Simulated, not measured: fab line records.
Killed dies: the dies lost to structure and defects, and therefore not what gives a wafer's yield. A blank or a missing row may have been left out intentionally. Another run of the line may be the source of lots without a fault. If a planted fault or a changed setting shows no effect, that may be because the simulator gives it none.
Which of the tools did it? + flow gf180mcu + 18 wafers from 6 lots sampled at 4 of the route's 602 steps

## WHAT EACH GAUGE READ, for each wafer
GF_CONTACT_RS_MEAS_25: measurement is done with a four-point probe.
| lot  | measured     | on            | CONTACT_W_RS (ohm/sq) |
|------|--------------|---------------|-----------------------|
| L899 | day 16 21:32 | film metro-04 | 0.388 0.389 0.389     |
| L905 | day 19 04:43 | film metro-04 | 0.382 0.387 0.385     |
| L909 | day 20 15:52 | film metro-03 | 0.385 0.382 0.384     |
| L915 | day 22 16:37 | film metro-01 | 0.389 0.388 0.391     |
| L917 | day 23 05:20 | film metro-04 | 0.384 0.379 0.383     |
| L919 | day 23 21:53 | film metro-03 | 0.381 0.378 0.381     |

## WHAT TOOL EACH LOT RAN ON (gives the tool, then ch and the chambers of the sampled wafers, and finally the start)
| lot  | GF_SALICIDE_SPUTTER_03       | GF_CONTACT_SPUTTER_23        | GF_CONTACT_CVD_24             |
|------|------------------------------|------------------------------|-------------------------------|
| L899 | pvd sputter-04, day 15 20:27 | pvd sputter-01, day 16 21:22 | cvd w-02 ch 0,1, day 16 21:25 |
| L905 | pvd sputter-01, day 18 02:39 | pvd sputter-03, day 19 04:32 | cvd w-02 ch 0,1, day 19 04:37 |
| L909 | pvd sputter-03, day 19 13:24 | pvd sputter-03, day 20 15:40 | cvd w-02 ch 0,1, day 20 15:45 |
| L915 | pvd sputter-01, day 21 16:12 | pvd sputter-02, day 22 16:27 | cvd w-01 ch 0, day 22 16:29   |
| L917 | pvd sputter-03, day 22 04:30 | pvd sputter-03, day 23 05:12 | cvd w-01 ch 0,1, day 23 05:14 |
| L919 | pvd sputter-01, day 22 21:13 | pvd sputter-02, day 23 21:43 | cvd w-01 ch 0,1, day 23 21:46 |
- GF_SALICIDE_SPUTTER_03: material TiN, target thk 20 nm, time 16.7 s.
- GF_CONTACT_SPUTTER_23: material TiN, target thk 10 nm, time 40 s.
- GF_CONTACT_CVD_24: deposits W, target thk 300 nm, time 90.339 s.

## THE ANSWER, worked out from the rows above alone
Rule: usual is defined by the lots themselves. Put in order of their means at a reading, lots are off if they are a third of the lots or fewer, leave a main group of 4 or more, and stand apart from it by a gap of 3 or more times the standard deviation of the main group's means; of several such gaps the widest counts. A main group whose means are all the same, to the digits that the tables above print for the reading, isn't used. Also off: a lot with no number at a reading for which 4 or more lots have one. All remaining lots with rows at the step are treated as sound.
Nothing can be told from this: no lot is off at any reading shown.

## WHAT WAS PUT IN BY THE SIMULATOR
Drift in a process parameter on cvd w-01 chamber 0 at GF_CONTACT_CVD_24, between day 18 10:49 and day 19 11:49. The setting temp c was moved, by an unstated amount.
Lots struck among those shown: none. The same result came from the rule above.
